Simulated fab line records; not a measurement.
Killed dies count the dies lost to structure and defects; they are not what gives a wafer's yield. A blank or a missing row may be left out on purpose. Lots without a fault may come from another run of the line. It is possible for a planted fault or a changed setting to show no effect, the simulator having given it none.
The same fault as seen by 2 desks :: flow sky130 :: each desk holds nothing but its own numbers, with what lay behind them at the end

THE METROLOGY DESK
What the gauges read, lot by lot, whatever tool the lot ran on: means of the sampled wafers that have a number. A lot is out of limits, marked OUT, if its mean lies more than 4 standard deviations from the usual mean; the brackets give that distance.
Columns: A = POLY_GATE_OXIDATION_THK at SKY_POLY_GATE_THK_MEAS_21, usual 4.02 nm; B = cd-nm at SKY_POLY_GATE_CD_MEAS_22, usual 150 nm; C = LDD_N_OVL at SKY_LDD_N_OVL_MEAS_07, usual 0.6 nm
lot: L466
first seen here: day 18 22:57
A: 3.94
B: 148
C: 0.2

lot: L473
first seen here: day 20 21:16
A: 3.88
B: 148
C: 3.2

lot: L474
first seen here: day 20 22:52
A: 4.03
B: 149
C: 1.6

lot: L475
first seen here: day 21 02:35
A: 3.97
B: 150
C: 0.3

lot: L476
first seen here: day 21 13:16
A: 4.08
B: 144
C: 0.7

lot: L477
first seen here: day 21 18:19
A: 4.02
B: 148
C: 0.2

lot: L484
first seen here: day 24 02:38
A: 4.06
B: 149
C: -0.8
This desk's finding: nothing out of limits on any of the 7 lots.

DESK OF THE TOOL OWNER: implanter-03
SKY_LDD_N_IMPLANT_09, tool's own readings: per-lot mean of the sampled wafers with a number, covering each lot this tool ran. A lot is out of limits, marked OUT, if its mean lies more than 4 standard deviations from the usual mean; the brackets give that distance.
Columns: A = beam-energy-keV at SKY_LDD_N_IMPLANT_09, usual 20.000; B = beam-on-s at SKY_LDD_N_IMPLANT_09, usual 9.98 s; C = end-station-pressure-torr at SKY_LDD_N_IMPLANT_09, usual 5.37e-06 Torr; D = faraday-current-uA at SKY_LDD_N_IMPLANT_09, usual 424; E = rotation-deg at SKY_LDD_N_IMPLANT_09, usual 113.00 degrees
lot: L473
first seen here: day 22 03:59
A: 17.889 (-99 or more) OUT
B: 11.28 (+5.9) OUT
C: 5.62e-06
D: 375 (-5.4) OUT
E: 113.02

lot: L475
first seen here: day 22 09:13
A: 17.897 (-99 or more) OUT
B: 11.19 (+5.5) OUT
C: 5.35e-06
D: 377 (-5.2) OUT
E: 112.97

lot: L477
first seen here: day 23 00:51
A: 17.899 (-99 or more) OUT
B: 11.38 (+6.4) OUT
C: 5.28e-06
D: 372 (-5.8) OUT
E: 112.99

lot: L484
first seen here: day 25 08:50
A: 20.002
B: 10.16
C: 5.52e-06
D: 416
E: 112.97
This desk finds L473, L475, L477 out of limits, L473 being first, at day 22 03:59 (beam-energy-keV at SKY_LDD_N_IMPLANT_09). Within limits: L484.

PUT TOGETHER
The tool owner's desk had the chance to raise an alarm at day 22 03:59 on L473, L475, L477.
The metrology desk saw nothing out of limits.
The metrology desk holds a record of L473, L475, L477, inside its limits.
The lots listed all ran SKY_LDD_N_IMPLANT_09 on implanter-03.

WHAT THE SIMULATOR HAD INSERTED
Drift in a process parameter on implanter-03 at SKY_LDD_N_IMPLANT_09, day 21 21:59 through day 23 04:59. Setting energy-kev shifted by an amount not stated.
Shown lots that were struck: L473, L475, L477.
Hours from the fault's start to each desk's first reading out of limits: the tool owner's desk, 6.
